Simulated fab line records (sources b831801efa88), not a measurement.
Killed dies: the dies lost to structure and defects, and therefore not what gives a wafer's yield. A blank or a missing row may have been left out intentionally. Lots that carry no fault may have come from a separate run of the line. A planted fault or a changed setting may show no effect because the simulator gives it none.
Which tool did it? | flow gf180mcu | 13 lots, 39 wafers sampled, at 2 steps of a route of 602

== WHAT THE GAUGES SHOWED, per wafer ==
GF_MIM_RS_MEAS_10: measurement is done with a four-point probe. Usual: MIM_ALCU_RS gives 0.1603 ohm/sq (standard deviation 0.0019).
lot  | measured     | on           | MIM_ALCU_RS (ohm/sq) | flag
L133 | day 24 20:00 | filmMetro-01 | 0.1616 0.1621 0.1623 | 
L134 | day 24 21:11 | filmMetro-01 | 0.1594 0.1617 0.1603 | 
L136 | day 25 19:17 | filmMetro-03 | 0.1597 0.1582 0.1570 | 
L135 | day 25 19:57 | filmMetro-01 | 0.1639 0.1635 0.1657 | 
L142 | day 27 12:25 | filmMetro-04 | 0.1626 0.1634 0.1644 | 
L143 | day 27 17:05 | filmMetro-01 | 0.1606 0.1604 0.1600 | 
L144 | day 28 05:31 | filmMetro-03 | 0.1600 0.1581 0.1574 | 
L145 | day 28 09:02 | filmMetro-03 | 0.1580 0.1584 0.1583 | 
L148 | day 29 03:09 | filmMetro-03 | 0.1583 0.1596 0.1589 | 
L150 | day 29 18:02 | filmMetro-01 | 0.1609 0.1614 0.1601 | 
L154 | day 31 00:23 | filmMetro-03 | 0.1604 0.1576 0.1591 | 
L155 | day 31 05:01 | filmMetro-03 | 0.1613 0.1610 0.1616 | 
L156 | day 31 09:56 | filmMetro-04 | 0.1624 0.1615 0.1622 | 

== WHAT TOOL EACH LOT RAN ON (gives the tool, then ch and the chambers of the sampled wafers, and finally the start) ==
lot  | GF_V4_SPUTTER_22
L133 | pvdSputter-04, day 24 18:53
L134 | pvdSputter-03, day 24 20:05
L136 | pvdSputter-03, day 25 18:11
L135 | pvdSputter-02, day 25 18:53
L142 | pvdSputter-02, day 27 11:07
L143 | pvdSputter-02, day 27 16:02
L144 | pvdSputter-02, day 28 04:28
L145 | pvdSputter-03, day 28 07:59
L148 | pvdSputter-04, day 29 02:05
L150 | pvdSputter-03, day 29 16:59
L154 | pvdSputter-03, day 30 23:14
L155 | pvdSputter-02, day 31 03:49
L156 | pvdSputter-04, day 31 08:54
- GF_V4_SPUTTER_22: material TiN, target thk 10 nm, time 40 s.

== WHAT THE TOOLS THEMSELVES READ (means of the sampled wafers that have a number; where no wafer has one, the mark that the record gives instead) ==
GF_V4_SPUTTER_22. Usual: throttleValvePct reads 30.0 % (standard deviation 1.3).
lot  | tool          | throttleValvePct (%) | flag
L133 | pvdSputter-04 | 30.6                 | 
L134 | pvdSputter-03 | 29.7                 | 
L136 | pvdSputter-03 | 29.8                 | 
L135 | pvdSputter-02 | 29.2                 | 
L142 | pvdSputter-02 | 30.3                 | 
L143 | pvdSputter-02 | 28.9                 | 
L144 | pvdSputter-02 | 28.9                 | 
L145 | pvdSputter-03 | 29.7                 | 
L148 | pvdSputter-04 | 29.7                 | 
L150 | pvdSputter-03 | 30.3                 | 
L154 | pvdSputter-03 | 29.7                 | 
L155 | pvdSputter-02 | 31.1                 | 
L156 | pvdSputter-04 | 30.0                 | 

== THE ANSWER, worked out from the rows above alone ==
Rule: a lot is off if the mean of its wafers that have a number lies more than 3 standard deviations from the usual mean. A lot without any number at a reading at which 4 lots or more have one is off too. The other lots that the step has rows for count as sound. After the gauges, taken in route order, come the tools' own readings; for these a lot's mean is taken, as printed above. At the first step where some lot is off, the reading lying furthest off is the one used; lots without a number count as furthest.
No lot is off on any of the readings shown, so nothing can be concluded from this.

== WHAT THE SIMULATOR HAD PUT IN ==
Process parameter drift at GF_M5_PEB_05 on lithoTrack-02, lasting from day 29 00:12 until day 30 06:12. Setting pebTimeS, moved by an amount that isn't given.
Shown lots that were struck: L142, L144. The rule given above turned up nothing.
